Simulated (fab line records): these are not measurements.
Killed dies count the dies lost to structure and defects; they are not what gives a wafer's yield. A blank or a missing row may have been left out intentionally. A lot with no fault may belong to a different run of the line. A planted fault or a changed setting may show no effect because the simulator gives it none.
Chamber matching :: flow gf180mcu :: cmp-02 running GF_STI_CMP_25: 4 sister chambers
The step polishes, stops on Si3N4, t overpolish 33 s, target thk 524.6 nm. 16 wafers are shown with their chamber, then 8 later ones without.

== WAFERS, EACH WITH ITS CHAMBER ==
wafer: L806.1
chamber: 1
motor-current-A (A): 10.3
time-to-endpoint-s (s): 119
overpolish-run-s (s): 32.994

wafer: L806.2
chamber: 0
motor-current-A (A): 13.6
time-to-endpoint-s (s): 117
overpolish-run-s (s): 33.004

wafer: L806.4
chamber: 3
motor-current-A (A): 11.2
time-to-endpoint-s (s): 113
overpolish-run-s (s): 33.001

wafer: L809.2
chamber: 2
motor-current-A (A): 11.3
time-to-endpoint-s (s): 119
overpolish-run-s (s): 33.012

wafer: L809.5
chamber: 0
motor-current-A (A): 12.5
time-to-endpoint-s (s): 116
overpolish-run-s (s): 33.000

wafer: L809.6
chamber: 1
motor-current-A (A): 10.2
time-to-endpoint-s (s): 119
overpolish-run-s (s): 33.004

wafer: L811.1
chamber: 0
motor-current-A (A): 12.3
time-to-endpoint-s (s): 119
overpolish-run-s (s): 33.001

wafer: L811.2
chamber: 1
motor-current-A (A): 10.7
time-to-endpoint-s (s): 119
overpolish-run-s (s): 33.007

wafer: L811.5
chamber: 1
motor-current-A (A): 10.1
time-to-endpoint-s (s): 119
overpolish-run-s (s): 33.005

wafer: L813.2
chamber: 2
motor-current-A (A): 11.6
time-to-endpoint-s (s): 123
overpolish-run-s (s): 32.995

wafer: L813.4
chamber: 1
motor-current-A (A): 10.3
time-to-endpoint-s (s): 125
overpolish-run-s (s): 33.010

wafer: L813.6
chamber: 2
motor-current-A (A): 11.1
time-to-endpoint-s (s): 123
overpolish-run-s (s): 32.987

wafer: L817.2
chamber: 3
motor-current-A (A): 11.4
time-to-endpoint-s (s): 120
overpolish-run-s (s): 33.001

wafer: L817.3
chamber: 0
motor-current-A (A): 13.1
time-to-endpoint-s (s): 120
overpolish-run-s (s): 33.003

wafer: L817.5
chamber: 2
motor-current-A (A): 11.5
time-to-endpoint-s (s): 119
overpolish-run-s (s): 33.007

wafer: L822.2
chamber: 2
motor-current-A (A): 11.2
time-to-endpoint-s (s): 125
overpolish-run-s (s): 33.010

SIGNATURES (averages over the wafers above)
reading: motor-current-A
chamber 0: 12.875
chamber 1: 10.320
chamber 2: 11.340
chamber 3: 11.300
scatter within a chamber: 0.347

reading: time-to-endpoint-s
chamber 0: 118.00
chamber 1: 120.20
chamber 2: 121.80
chamber 3: 116.50
scatter within a chamber: 2.77

reading: overpolish-run-s
chamber 0: 33.00200
chamber 1: 33.00400
chamber 2: 33.00220
chamber 3: 33.00100
scatter within a chamber: 0.00718
Rule: a wafer's distance from a chamber is the root of the sum, over the readings, of the square of ((its reading less the chamber's mean) divided by the reading's scatter). The wafer belongs to the nearest chamber; if the next one is less than 2 further off, it can't be placed. The scatter is the square root of a quotient: the sum, over the shown wafers, of each reading's squared deviation from its chamber's mean, divided by wafers minus chambers.

== WAFERS MISSING THEIR CHAMBER ==
wafer: L822.5
motor-current-A (A): 10.4
time-to-endpoint-s (s): 125
overpolish-run-s (s): 32.982

wafer: L822.6
motor-current-A (A): 13.0
time-to-endpoint-s (s): 124
overpolish-run-s (s): 32.997

wafer: L826.2
motor-current-A (A): 13.4
time-to-endpoint-s (s): 126
overpolish-run-s (s): 32.983

wafer: L826.3
motor-current-A (A): 11.9
time-to-endpoint-s (s): 124
overpolish-run-s (s): 33.002

wafer: L826.4
motor-current-A (A): 10.3
time-to-endpoint-s (s): 127
overpolish-run-s (s): 32.989

wafer: L828.2
motor-current-A (A): 12.8
time-to-endpoint-s (s): 123
overpolish-run-s (s): 33.001

wafer: L828.5
motor-current-A (A): 11.4
time-to-endpoint-s (s): 124
overpolish-run-s (s): 32.997

wafer: L828.6
motor-current-A (A): 13.4
time-to-endpoint-s (s): 122
overpolish-run-s (s): 32.996

== EACH ONE'S CHAMBER ==
wafer: L822.5
from the rows above: can't be placed: 1 or 2 or 3
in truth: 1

wafer: L822.6
from the rows above: 0
in truth: 0

wafer: L826.2
from the rows above: 0
in truth: 0

wafer: L826.3
from the rows above: can't be placed: 2 or 3 or 0
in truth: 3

wafer: L826.4
from the rows above: can't be placed: 1 or 2 or 3
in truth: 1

wafer: L828.2
from the rows above: 0
in truth: 0

wafer: L828.5
from the rows above: can't be placed: 2 or 3
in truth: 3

wafer: L828.6
from the rows above: 0
in truth: 0
Correctly placed: 4 of 8. Unplaceable from these rows: 4, with the true chamber sitting among the candidates in 4. Wrongly placed: 0.
